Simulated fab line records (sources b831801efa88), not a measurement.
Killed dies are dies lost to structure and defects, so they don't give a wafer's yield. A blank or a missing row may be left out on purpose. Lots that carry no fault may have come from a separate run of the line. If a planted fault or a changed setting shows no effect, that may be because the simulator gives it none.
Chamber matching / flow gf180mcu / GF_V2_CMP_26 on cmp-01 has 4 sister chambers
The step polishes, stops on SiO2, t overpolish 15 s, target thk 0 nm. 20 wafers are shown with their chamber, then 10 later ones without.

WAFERS, EACH WITH ITS CHAMBER
wafer=L075.2; chamber=2; motor_current_A (A)=11.8; time_to_endpoint_s (s)=81; overpolish_run_s (s)=15.000
wafer=L075.4; chamber=0; motor_current_A (A)=11.3; time_to_endpoint_s (s)=89; overpolish_run_s (s)=15.000
wafer=L075.6; chamber=3; motor_current_A (A)=10.6; time_to_endpoint_s (s)=82; overpolish_run_s (s)=15.000
wafer=L076.1; chamber=1; motor_current_A (A)=11.9; time_to_endpoint_s (s)=90; overpolish_run_s (s)=15.011
wafer=L076.4; chamber=3; motor_current_A (A)=10.6; time_to_endpoint_s (s)=87; overpolish_run_s (s)=14.996
wafer=L076.5; chamber=1; motor_current_A (A)=11.4; time_to_endpoint_s (s)=87; overpolish_run_s (s)=14.996
wafer=L079.3; chamber=0; motor_current_A (A)=11.0; time_to_endpoint_s (s)=88; overpolish_run_s (s)=14.988
wafer=L079.4; chamber=2; motor_current_A (A)=12.2; time_to_endpoint_s (s)=80; overpolish_run_s (s)=14.986
wafer=L079.6; chamber=2; motor_current_A (A)=11.8; time_to_endpoint_s (s)=86; overpolish_run_s (s)=15.005
wafer=L080.4; chamber=1; motor_current_A (A)=10.9; time_to_endpoint_s (s)=84; overpolish_run_s (s)=15.004
wafer=L080.5; chamber=3; motor_current_A (A)=10.9; time_to_endpoint_s (s)=85; overpolish_run_s (s)=15.007
wafer=L080.6; chamber=2; motor_current_A (A)=11.3; time_to_endpoint_s (s)=87; overpolish_run_s (s)=15.004
wafer=L081.2; chamber=3; motor_current_A (A)=10.9; time_to_endpoint_s (s)=85; overpolish_run_s (s)=15.001
wafer=L081.4; chamber=2; motor_current_A (A)=11.1; time_to_endpoint_s (s)=90; overpolish_run_s (s)=15.003
wafer=L081.5; chamber=3; motor_current_A (A)=10.7; time_to_endpoint_s (s)=87; overpolish_run_s (s)=14.996
wafer=L083.4; chamber=0; motor_current_A (A)=11.3; time_to_endpoint_s (s)=90; overpolish_run_s (s)=14.997
wafer=L083.5; chamber=0; motor_current_A (A)=11.7; time_to_endpoint_s (s)=91; overpolish_run_s (s)=15.008
wafer=L083.6; chamber=1; motor_current_A (A)=11.6; time_to_endpoint_s (s)=90; overpolish_run_s (s)=14.997
wafer=L087.3; chamber=0; motor_current_A (A)=10.5; time_to_endpoint_s (s)=89; overpolish_run_s (s)=15.000
wafer=L087.4; chamber=1; motor_current_A (A)=11.9; time_to_endpoint_s (s)=92; overpolish_run_s (s)=14.989

SIGNATURES (means of the wafers above)
reading=motor_current_A; chamber 0=11.160; chamber 1=11.540; chamber 2=11.640; chamber 3=10.740; scatter within a chamber=0.383
reading=time_to_endpoint_s; chamber 0=89.40; chamber 1=88.60; chamber 2=84.80; chamber 3=85.20; scatter within a chamber=2.87
reading=overpolish_run_s; chamber 0=14.99860; chamber 1=14.99940; chamber 2=14.99960; chamber 3=15.00000; scatter within a chamber=0.00714
Rule: a wafer lies at a distance from a chamber equal to the root of the sum of squares, over the readings, of (its reading less the chamber's mean, divided by the reading's scatter). If the next closest chamber is less than 2 further off than the closest, the wafer can't be placed; otherwise it belongs to the closest. The scatter: take each reading less its chamber's mean, square it, sum over the shown wafers, divide by the number of wafers less the number of chambers, and take the root.

WAFERS WHOSE CHAMBER IS MISSING
wafer=L087.5; motor_current_A (A)=11.4; time_to_endpoint_s (s)=89; overpolish_run_s (s)=14.996
wafer=L089.1; motor_current_A (A)=10.7; time_to_endpoint_s (s)=89; overpolish_run_s (s)=14.981
wafer=L089.2; motor_current_A (A)=10.2; time_to_endpoint_s (s)=89; overpolish_run_s (s)=14.992
wafer=L089.3; motor_current_A (A)=11.8; time_to_endpoint_s (s)=89; overpolish_run_s (s)=14.992
wafer=L095.2; motor_current_A (A)=11.8; time_to_endpoint_s (s)=80; overpolish_run_s (s)=15.012
wafer=L095.5; motor_current_A (A)=11.3; time_to_endpoint_s (s)=85; overpolish_run_s (s)=14.999
wafer=L095.6; motor_current_A (A)=10.1; time_to_endpoint_s (s)=81; overpolish_run_s (s)=15.016
wafer=L096.3; motor_current_A (A)=11.7; time_to_endpoint_s (s)=84; overpolish_run_s (s)=14.999
wafer=L096.4; motor_current_A (A)=10.9; time_to_endpoint_s (s)=84; overpolish_run_s (s)=14.994
wafer=L096.6; motor_current_A (A)=10.8; time_to_endpoint_s (s)=85; overpolish_run_s (s)=15.010

WHICH CHAMBER EACH ONE RAN IN
wafer=L087.5; from the rows above=can't be placed: 1 or 0 or 2 or 3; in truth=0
wafer=L089.1; from the rows above=can't be placed: 0 or 3 or 1 or 2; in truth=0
wafer=L089.2; from the rows above=can't be placed: 3 or 0 or 1 or 2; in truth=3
wafer=L089.3; from the rows above=can't be placed: 1 or 2 or 0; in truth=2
wafer=L095.2; from the rows above=can't be placed: 2 or 1 or 3 or 0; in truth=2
wafer=L095.5; from the rows above=can't be placed: 2 or 1 or 3 or 0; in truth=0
wafer=L095.6; from the rows above=can't be placed: 3 or 0 or 2 or 1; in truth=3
wafer=L096.3; from the rows above=can't be placed: 2 or 1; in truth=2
wafer=L096.4; from the rows above=can't be placed: 3 or 0 or 2 or 1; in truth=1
wafer=L096.6; from the rows above=can't be placed: 3 or 0 or 2 or 1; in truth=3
Correct placement for 0 of the 10. Not placeable from these rows: 10 (in 10, the candidates include the true chamber). Placed wrongly: 0.
